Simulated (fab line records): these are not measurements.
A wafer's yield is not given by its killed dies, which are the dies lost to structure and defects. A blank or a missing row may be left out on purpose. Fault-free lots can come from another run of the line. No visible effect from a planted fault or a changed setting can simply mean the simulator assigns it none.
One fault through the eyes of 2 desks | flow gf180mcu | each desk has only its own numbers; what lay behind them comes last

## AT THE METROLOGY DESK
Means of the sampled wafers that have a number, per lot and without regard to the tool the lot ran on: this is what the gauges read. Any lot whose mean is over 4 standard deviations away from the usual mean is out of limits and marked OUT; that distance is given in the brackets.
Columns: A = NWELL_OVL at GF_NWELL_OVL_MEAS_07, usual -0.3 nm; B = NWELL_TW at GF_NWELL_TW_MEAS_11, usual 1575
lot  | first seen here | A    | B
L638 | day 4 05:43     | -0.5 | 1577
L647 | day 5 23:21     | 1.2  | 1553
L648 | day 6 20:55     | 1.8  | 1570
L650 | day 7 01:58     | -1.3 | 1569
L656 | day 8 14:09     | 0.4  | 1594
L657 | day 8 14:19     | 0.6  | 1574
This desk's finding: nothing out of limits on any of the 6 lots.

## THE TOOL OWNER'S DESK: iline stepper-01
The tool's own readings at GF_LVPWELL_EXPOSE_04 (exposes mask LVPWELL, target cd 600 nm): means of the sampled wafers that have a number, for each lot that ran on this tool. Any lot whose mean is over 4 standard deviations away from the usual mean is out of limits and marked OUT; that distance is given in the brackets.
Columns: A = exposure dose mJ cm2 at GF_LVPWELL_EXPOSE_04, usual 259.93
lot  | first seen here | A
L647 | day 6 06:38     | 259.94
L650 | day 7 10:25     | 227.04 (-99 or more) OUT
L656 | day 8 23:38     | 227.22 (-99 or more) OUT
This desk's finding: out of limits on L650, L656; first on L650, day 7 10:25 (exposure dose mJ cm2 at GF_LVPWELL_EXPOSE_04). In limits: L647.

## ALL TOGETHER
On L650, L656, at day 7 10:25, an alarm was possible from the tool owner's desk.
Nothing out of limits was seen by the metrology desk.
The metrology desk has L650, L656 on record, within its limits.
On iline stepper-01, each named lot ran GF_LVPWELL_EXPOSE_04.

## WHAT HAD BEEN PUT IN BY THE SIMULATOR
Drift in process parameters on iline stepper-01 at GF_LVPWELL_EXPOSE_04, starting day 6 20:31. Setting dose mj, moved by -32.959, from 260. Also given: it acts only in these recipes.
Struck lots among those shown: L650, L656.
Hours from the fault's start to each desk's first reading out of limits: the tool owner's desk, 14.
